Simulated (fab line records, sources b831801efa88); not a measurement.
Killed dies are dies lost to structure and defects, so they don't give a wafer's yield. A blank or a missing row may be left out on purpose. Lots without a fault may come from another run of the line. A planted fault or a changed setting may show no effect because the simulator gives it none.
A struck lot beside a sound one | flow gf180mcu | 14 steps out of a route of 602
Sound: wafers L307.3, L307.4, L307.6. Struck: wafers L306.1, L306.4, L306.5. The cause comes at the end.
At each step with rows: each side's tool, then ch and its chambers, then its first start. Under that, the readings that differ: sound wafers | struck wafers | difference of the means | sigmas: that difference in standard deviations of wafers without a fault.
alike: readings whose means differ by less than 2 such deviations, and words and numbers that are the same on both sides. not compared: withheld readings, readings that some wafer has no value for, bounds like >300 that may hide the same value, and numbers for which the record gives no deviation and whose values overlap.
The two part at a step that has a row with sigmas, a row that says differs or no value, or rows on one side only. Numbers that don't overlap but have no deviation are shown without sigmas and don't part them. A reading that every wafer of one side lacks parts them only if that side has two wafers or more.

first, 1 step without rows for these wafers: GF_V2_CVD_00 (deposits SiO2, target thk 600 nm, time 100 s).
GF_V2_THK_MEAS_01:
  sound on film_metro-01, day 24 16:14; struck on film_metro-03, day 24 00:44
  alike: V2_CVD_00_THK
GF_V2_CVD_02: deposits SiO2 from TEOS, target thk 850 nm, time 94.851 s.
  sound on pecvd-03 ch 0,2, day 24 16:16; struck on pecvd-02 ch 0,1, day 24 00:48
  alike: heater_power_w
GF_V2_THK_MEAS_03:
  sound on film_metro-01, day 24 16:22; struck on film_metro-03, day 24 00:52
  alike: V2_CVD_02_THK
GF_V2_CMP_04: polishes SiO2.
  sound on cmp-01 ch 0,2,3, day 24 16:24; struck on cmp-01 ch 1,2,3, day 24 00:56
  alike: motor_current_A, time_to_endpoint_s
GF_V2_BOW_MEAS_05:
  sound on film_metro-01, day 24 16:44; struck on film_metro-01, day 24 01:14
  alike: V2_BOW
then, 6 steps without rows for these wafers: GF_V2_DEHYDRATE_06 (time 60 s); GF_V2_HMDS_07 (prime time 60 s); GF_V2_COAT_08; GF_V2_COAT_09 (resist thk 1000 nm); GF_V2_SOFTBAKE_10 (time 60 s); GF_V2_EXPOSE_11 (exposes mask Via2, target cd 260 nm).
GF_V2_PEB_12: peb time 90 s.
  sound on litho_track-01 ch 0, day 25 13:47; struck on litho_track-03, day 24 22:29
  no value came back on the struck wafers for chill_plate_temp_C (C), exhaust_pa (Pa); on the sound wafers chill_plate_temp_C (C) reads 22.98 22.95 22.94
then, 1 step without rows for these wafers: GF_V2_DEVELOP_13 (develop time 60 s).

WHERE THEY PART
Only at GF_V2_PEB_12, within this record.

WHY: what the simulator had put in
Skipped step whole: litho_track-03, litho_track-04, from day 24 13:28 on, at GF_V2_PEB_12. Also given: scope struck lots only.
